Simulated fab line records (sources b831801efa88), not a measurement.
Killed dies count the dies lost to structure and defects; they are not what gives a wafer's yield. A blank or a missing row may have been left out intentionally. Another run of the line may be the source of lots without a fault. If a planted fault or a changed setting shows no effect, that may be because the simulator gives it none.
The tool behind it: which one?	flow gf180mcu	28 wafers from 10 lots sampled at 6 of the route's 602 steps

WHAT THE GAUGES SHOWED, per wafer
GF_V1_BOW_MEAS_05.
lot	measured	on	V1_BOW (um)
L538	day 18 06:52	filmMetro-03	80 93 81
L539	day 18 20:19	filmMetro-03	76 95 76
L540	day 19 07:29	filmMetro-03	79 90 90
L541	day 19 12:29	filmMetro-02	78 85 77
L547	day 22 08:21	filmMetro-01	83 69
L549	day 23 04:45	filmMetro-03	90 90
L552	day 23 17:56	filmMetro-02	84 69 81
L555	day 24 15:19	filmMetro-01	88 83 81
L556	day 24 19:38	filmMetro-03	84 89 90
L557	day 25 03:20	filmMetro-03	62 69 91

GF_MIM_RS_MEAS_10: uses a four-point probe to measure.
lot	measured	on	MIM_ALCU_RS (ohm/sq)
L538	day 25 13:10	filmMetro-01	0.1602 0.1594 0.1613
L539	day 26 03:38	filmMetro-04	0.1610 0.1575 0.1608
L540	day 26 13:08	filmMetro-01	0.1605 0.1606 0.1600
L541	day 26 16:04	filmMetro-01	0.1593 0.1594 0.1608
L547	day 29 01:41	filmMetro-03	0.1602 0.2633 0.1600 0.2641
L549	day 29 18:23	filmMetro-04	0.2635 0.1587 0.2635 0.1587
L552	day 30 07:20	filmMetro-01	0.1608 0.1595 0.1597
L555	day 30 22:46	filmMetro-03	0.1597 0.1609 0.1592
L556	day 31 03:25	filmMetro-04	0.1624 0.1626 0.1618
L557	day 31 12:18	filmMetro-01	0.1604 0.1615 0.1613

GF_MIM_THK_MEAS_11: measures by xrf.
lot	measured	on	MIM_ALCU_THK (nm)
L538	day 25 13:17	filmMetro-01	199.4 199.3 198.0
L539	day 26 03:44	filmMetro-04	198.3 202.8 198.6
L540	day 26 13:14	filmMetro-01	198.4 198.6 200.3
L541	day 26 16:10	filmMetro-01	202.1 201.7 199.6
L547	day 29 09:18	filmMetro-03	200.3 125.1 200.5 124.4
L549	day 29 20:59	filmMetro-04	126.6 202.7 126.4 204.4
L552	day 30 07:27	filmMetro-01	198.6 199.8 200.6
L555	day 30 22:53	filmMetro-03	201.2 199.4 201.2
L556	day 31 03:32	filmMetro-04	199.7 199.7 199.2
L557	day 31 12:25	filmMetro-01	198.9 196.7 196.2

WHICH TOOL RAN EACH LOT (tool, then ch and the chambers of the sampled wafers, then the start)
lot	GF_V1_ETCH_16	GF_V3_SPUTTER_21	GF_MIM_SPUTTER_08
L538	rieDiel-04 ch 0,3, day 19 07:13	pvdSputter-03, day 23 12:46	pvdSputter-02, day 25 13:07
L539	rieDiel-03 ch 1,2,3, day 19 21:25	pvdSputter-02, day 24 02:28	pvdSputter-04, day 26 03:34
L540	rieDiel-04 ch 1,3, day 20 08:20	pvdSputter-01, day 24 13:37	pvdSputter-04, day 26 12:53
L541	rieDiel-04 ch 0,1,3, day 20 12:58	pvdSputter-02, day 24 17:14	pvdSputter-02, day 26 15:59
L547	rieDiel-04 ch 0, day 23 07:08	pvdSputter-01, day 27 05:53	pvdSputter-02, day 29 01:34
L549	rieDiel-02 ch 0,1, day 24 03:14	pvdSputter-03, day 27 23:34	pvdSputter-02, day 29 18:16
L552	rieDiel-03 ch 0,2,3, day 24 17:14	pvdSputter-02, day 28 12:27	pvdSputter-04, day 30 07:16
L555	rieDiel-02 ch 0,1, day 25 13:16	pvdSputter-02, day 29 06:10	pvdSputter-04, day 30 22:43
L556	rieDiel-03 ch 0,1,2, day 25 17:25	pvdSputter-03, day 29 10:16	pvdSputter-03, day 31 03:21
L557	rieDiel-04 ch 0,2, day 26 00:28	pvdSputter-03, day 29 15:13	pvdSputter-04, day 31 12:15
- GF_V1_ETCH_16: etches BARC in N2/H2.
- GF_V3_SPUTTER_21: material Ti, target thk 15 nm, time 80.02 s.
- GF_MIM_SPUTTER_08: material AlCu, target thk 200 nm, time 10.6 s.

AS READ BY THE TOOLS THEMSELVES (means over the sampled wafers that have a number; for cases with no such wafer, the mark the record gives instead)
GF_V1_ETCH_16.
lot	tool	drypumpMotorCurrentA (A)	oesProductAu (a.u.)	throttleValvePct (%)
L538	rieDiel-04	5.1	0.852	13.217
L539	rieDiel-03	5.5	0.855	13.227
L540	rieDiel-04	5.2	0.852	13.234
L541	rieDiel-04	5.3	0.849	13.223
L547	rieDiel-04	5.5	0.857	13.227
L549	rieDiel-02	5.8	0.859	13.229
L552	rieDiel-03	5.7	0.857	13.218
L555	rieDiel-02	5.9	0.854	13.225
L556	rieDiel-03	5.8	0.858	13.231
L557	rieDiel-04	5.8	0.854	13.228

GF_V3_SPUTTER_21.
lot	tool	substrateTempC (C)	throttleValvePct (%)
L538	pvdSputter-03	200.08	31.1
L539	pvdSputter-02	199.99	29.3
L540	pvdSputter-01	200.01	30.7
L541	pvdSputter-02	200.00	29.8
L547	pvdSputter-01	200.11	30.3
L549	pvdSputter-03	200.12	31.1
L552	pvdSputter-02	200.09	29.3
L555	pvdSputter-02	200.07	28.8
L556	pvdSputter-03	200.11	31.1
L557	pvdSputter-03	200.08	31.1

GF_MIM_SPUTTER_08.
lot	tool	throttleValvePct (%)
L538	pvdSputter-02	29.7
L539	pvdSputter-04	29.9
L540	pvdSputter-04	28.6
L541	pvdSputter-02	29.4
L547	pvdSputter-02	30.2
L549	pvdSputter-02	29.0
L552	pvdSputter-04	29.0
L555	pvdSputter-04	29.6
L556	pvdSputter-03	31.1
L557	pvdSputter-04	29.4

THE ANSWER, worked out from the rows above alone
Rule: what is usual is taken from the lots themselves. The widest of any qualifying gaps counts: lots, ordered by their means at a reading, are off when they make up no more than a third of the lots, leave a main group of 4 or more, and stand apart from it by 3 or more times the standard deviation of that group's means. The tables above print the reading to a certain number of digits; a main group whose means all agree to those digits is not used. Also off: a lot with no number at a reading for which 4 or more lots have one. The other lots that the step has rows for count as sound. Order of review: gauges by route order, followed by the tools' own readings, for which a lot's mean as printed above is used. The first step at which some lot is off is used, and at that step the reading that is off furthest; a lot without a number counts as furthest.
Off: at GF_MIM_RS_MEAS_10 (MIM_ALCU_RS), L547, L549. Main group: mean 0.1604 ohm/sq, sd 0.00079.
If a tool, at a process step before that reading, ran all the lots that are off and no sound lot after the first of them, it fits. Those tools and the gauges at GF_MIM_RS_MEAS_10 are tried in the same way. One candidate fits, namely pvdSputter-02 at GF_MIM_SPUTTER_08. A fault onset in the window from L541 (day 26 15:59, its last sound lot) to L547 (day 29 01:34, its first lot off) fits.

WHAT THE SIMULATOR HAD PUT IN
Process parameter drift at GF_MIM_SPUTTER_08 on pvdSputter-02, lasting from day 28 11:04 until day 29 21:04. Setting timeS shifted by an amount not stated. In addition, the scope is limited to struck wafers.
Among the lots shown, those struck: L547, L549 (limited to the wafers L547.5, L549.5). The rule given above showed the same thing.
